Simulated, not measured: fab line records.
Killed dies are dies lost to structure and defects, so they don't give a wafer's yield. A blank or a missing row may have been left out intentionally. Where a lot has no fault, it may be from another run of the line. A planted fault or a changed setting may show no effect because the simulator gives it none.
Which tool did it? + flow sky130 + 12 lots with 36 wafers sampled at 4 steps, on a route of 708 steps

== WHAT EACH GAUGE READ, for each wafer ==
SKY_CAPM_OVL_MEAS_12. Usual: CAPM_OVL typically reads -0.2 nm, with standard deviation 1.3.
| lot  | measured     | on         | CAPM_OVL (nm)  | flag |
|------|--------------|------------|----------------|------|
| L449 | day 37 17:42 | overlay-02 | -1.6 -2.2 -0.8 |      |
| L453 | day 38 22:01 | overlay-02 | -2.2 -1.8 -2.1 |      |
| L457 | day 40 13:52 | overlay-01 | -0.3 1.1 1.5   |      |
| L458 | day 40 14:46 | overlay-01 | 1.1 0.0 -0.7   |      |
| L460 | day 41 04:54 | overlay-01 | -0.9 1.1 0.5   |      |
| L462 | day 41 16:43 | overlay-02 | 1.5 -1.1 0.4   |      |
| L465 | day 42 11:49 | overlay-02 | 0.6 0.8 1.4    |      |
| L466 | day 42 19:33 | overlay-01 | -0.2 0.8 -1.3  |      |
| L467 | day 42 21:57 | overlay-01 | 0.9 -1.1 0.0   |      |
| L469 | day 43 14:51 | overlay-01 | 1.2 0.2 2.5    |      |
| L470 | day 43 21:09 | overlay-02 | -0.5 0.4 0.3   |      |
| L471 | day 43 22:42 | overlay-01 | 0.6 -0.5 1.1   |      |

== TOOL THAT RAN EACH LOT (tool first, then ch and the chambers of the sampled wafers, then the start) ==
| lot  | SKY_METAL1_SPUTTER_02        | SKY_VIA1_CMP_24               | SKY_METAL3_SPUTTER_03        |
|------|------------------------------|-------------------------------|------------------------------|
| L449 | pvd_sputter-04, day 31 21:41 | cmp-01 ch 0,1, day 34 06:49   | pvd_sputter-04, day 36 15:17 |
| L453 | pvd_sputter-04, day 33 04:36 | cmp-01 ch 2,3, day 35 12:36   | pvd_sputter-01, day 37 20:01 |
| L457 | pvd_sputter-01, day 34 17:45 | cmp-01 ch 0,1,3, day 37 01:12 | pvd_sputter-04, day 39 14:35 |
| L458 | pvd_sputter-04, day 34 18:27 | cmp-01 ch 0,1, day 37 02:27   | pvd_sputter-04, day 39 15:29 |
| L460 | pvd_sputter-01, day 35 13:23 | cmp-01 ch 0,1, day 37 20:27   | pvd_sputter-04, day 40 04:38 |
| L462 | pvd_sputter-04, day 36 00:44 | cmp-01 ch 0,2,3, day 38 07:44 | pvd_sputter-04, day 40 16:50 |
| L465 | pvd_sputter-01, day 36 20:41 | cmp-01 ch 1,2, day 39 10:53   | pvd_sputter-02, day 41 11:41 |
| L466 | pvd_sputter-02, day 37 06:22 | cmp-01 ch 0,3, day 39 16:35   | pvd_sputter-02, day 41 19:22 |
| L467 | pvd_sputter-04, day 37 09:48 | cmp-01 ch 1,2, day 39 18:08   | pvd_sputter-01, day 41 21:47 |
| L469 | pvd_sputter-04, day 38 03:17 | cmp-01 ch 2,3, day 40 12:16   | pvd_sputter-02, day 42 15:46 |
| L470 | pvd_sputter-01, day 38 11:47 | cmp-01 ch 1,2,3, day 40 18:41 | pvd_sputter-01, day 42 23:37 |
| L471 | pvd_sputter-01, day 38 15:08 | cmp-01 ch 0,1,3, day 40 21:17 | pvd_sputter-01, day 43 00:16 |
- SKY_METAL1_SPUTTER_02: material AlCu, target thk 250 nm, time 13.3 s.
- SKY_VIA1_CMP_24: polishes, stops on SiO2, t overpolish 15 s, target thk 0 nm.
- SKY_METAL3_SPUTTER_03: material Ti, target thk 5 nm, time 3.3 s.

== AS READ BY THE TOOLS THEMSELVES (means over the sampled wafers that have a number; for cases with no such wafer, the mark the record gives instead) ==
SKY_METAL1_SPUTTER_02. Usual: cathode_dc_power_W 10600 W, standard deviation 1.8; throttle_valve_pct 30.0 %, standard deviation 0.96.
| lot  | tool           | cathode_dc_power_W (W) | throttle_valve_pct (%) | flag |
|------|----------------|------------------------|------------------------|------|
| L449 | pvd_sputter-04 | 10601                  | 29.4                   |      |
| L453 | pvd_sputter-04 | 10600                  | 30.0                   |      |
| L457 | pvd_sputter-01 | 10601                  | 30.1                   |      |
| L458 | pvd_sputter-04 | 10600                  | 29.8                   |      |
| L460 | pvd_sputter-01 | 10601                  | 30.6                   |      |
| L462 | pvd_sputter-04 | 10599                  | 30.2                   |      |
| L465 | pvd_sputter-01 | 10598                  | 29.4                   |      |
| L466 | pvd_sputter-02 | 10601                  | 29.2                   |      |
| L467 | pvd_sputter-04 | 10598                  | 29.5                   |      |
| L469 | pvd_sputter-04 | 10600                  | 29.8                   |      |
| L470 | pvd_sputter-01 | 10600                  | 30.4                   |      |
| L471 | pvd_sputter-01 | 10601                  | 30.5                   |      |

SKY_VIA1_CMP_24. Usual: motor_current_A 10.8 A, standard deviation 0.91; overpolish_run_s 15.001 s, standard deviation 0.0093; slurry_filter_dp_kPa 13.51 kPa, standard deviation 0.13; time_to_endpoint_s 63.2 s, standard deviation 2.7.
| lot  | tool   | motor_current_A (A) | overpolish_run_s (s) | slurry_filter_dp_kPa (kPa) | time_to_endpoint_s (s) | flag |
|------|--------|---------------------|----------------------|----------------------------|------------------------|------|
| L449 | cmp-01 | 10.1                | 15.001               | 13.59                      | 59.3                   |      |
| L453 | cmp-01 | 11.6                | 15.007               | 13.49                      | 64.6                   |      |
| L457 | cmp-01 | 10.7                | 14.999               | 13.48                      | 64.5                   |      |
| L458 | cmp-01 | 9.7                 | 15.006               | 13.60                      | 62.4                   |      |
| L460 | cmp-01 | 10.7                | 14.999               | 13.51                      | 59.6                   |      |
| L462 | cmp-01 | 11.4                | 15.005               | 13.61                      | 63.2                   |      |
| L465 | cmp-01 | 10.4                | 14.990               | 13.49                      | 57.9                   |      |
| L466 | cmp-01 | 11.4                | 15.009               | 13.43                      | 66.6                   |      |
| L467 | cmp-01 | 10.9                | 15.003               | 13.51                      | 61.5                   |      |
| L469 | cmp-01 | 11.3                | 15.002               | 13.55                      | 64.5                   |      |
| L470 | cmp-01 | 11.3                | 14.992               | 13.50                      | 64.1                   |      |
| L471 | cmp-01 | 10.8                | 15.008               | 13.48                      | 69.0                   |      |

SKY_METAL3_SPUTTER_03. Usual: cathode_dc_power_W 3000.0 W, standard deviation 0.49; throttle_valve_pct 29.9 %, standard deviation 0.88.
| lot  | tool           | cathode_dc_power_W (W) | throttle_valve_pct (%) | flag |
|------|----------------|------------------------|------------------------|------|
| L449 | pvd_sputter-04 | 2999.4                 | 30.1                   |      |
| L453 | pvd_sputter-01 | 2999.9                 | 30.2                   |      |
| L457 | pvd_sputter-04 | 3000.3                 | 29.9                   |      |
| L458 | pvd_sputter-04 | 3151.4                 | 28.9                   | OFF  |
| L460 | pvd_sputter-04 | 3151.2                 | 29.2                   | OFF  |
| L462 | pvd_sputter-04 | 3152.2                 | 30.4                   | OFF  |
| L465 | pvd_sputter-02 | 2999.6                 | 29.5                   |      |
| L466 | pvd_sputter-02 | 3000.0                 | 29.6                   |      |
| L467 | pvd_sputter-01 | 2999.9                 | 29.5                   |      |
| L469 | pvd_sputter-02 | 2999.6                 | 29.9                   |      |
| L470 | pvd_sputter-01 | 2999.9                 | 29.9                   |      |
| L471 | pvd_sputter-01 | 3000.1                 | 30.0                   |      |

== THE ANSWER, worked out from the rows above alone ==
Rule: a lot counts as off when the mean over its wafers that have a number is more than 3 standard deviations away from the usual mean. A lot without any number at a reading at which 4 lots or more have one is off too. The other lots that the step has rows for count as sound. First the gauges in route order, then the tools' own readings, where a lot's mean is used as printed above. The first step at which some lot is off is used, and at that step the reading that is off furthest; a lot without a number counts as furthest.
Off: L458, L460, L462, at SKY_METAL3_SPUTTER_03 (cathode_dc_power_W).
A tool fits if, at that step or a process step before it, it ran every lot that is off, and no sound lot after the first of them. One fits: SKY_METAL3_SPUTTER_03 on pvd_sputter-04. A fault onset in the window from L457 (day 39 14:35, its last sound lot) to L458 (day 39 15:29, its first lot off) fits.
On the lots that are off, the tool's own readings at SKY_METAL3_SPUTTER_03 differ by more than 5 times the standard deviation of the sound lots' means, which bears it out; cathode_dc_power_W reads 3151.6 W there versus 2999.9 W on the sound lots.

== WHAT HAD BEEN PUT IN BY THE SIMULATOR ==
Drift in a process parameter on pvd_sputter-04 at SKY_METAL3_SPUTTER_03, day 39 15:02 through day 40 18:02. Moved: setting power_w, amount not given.
Shown lots that were struck: L458, L460, L462. The same result came from the rule above.
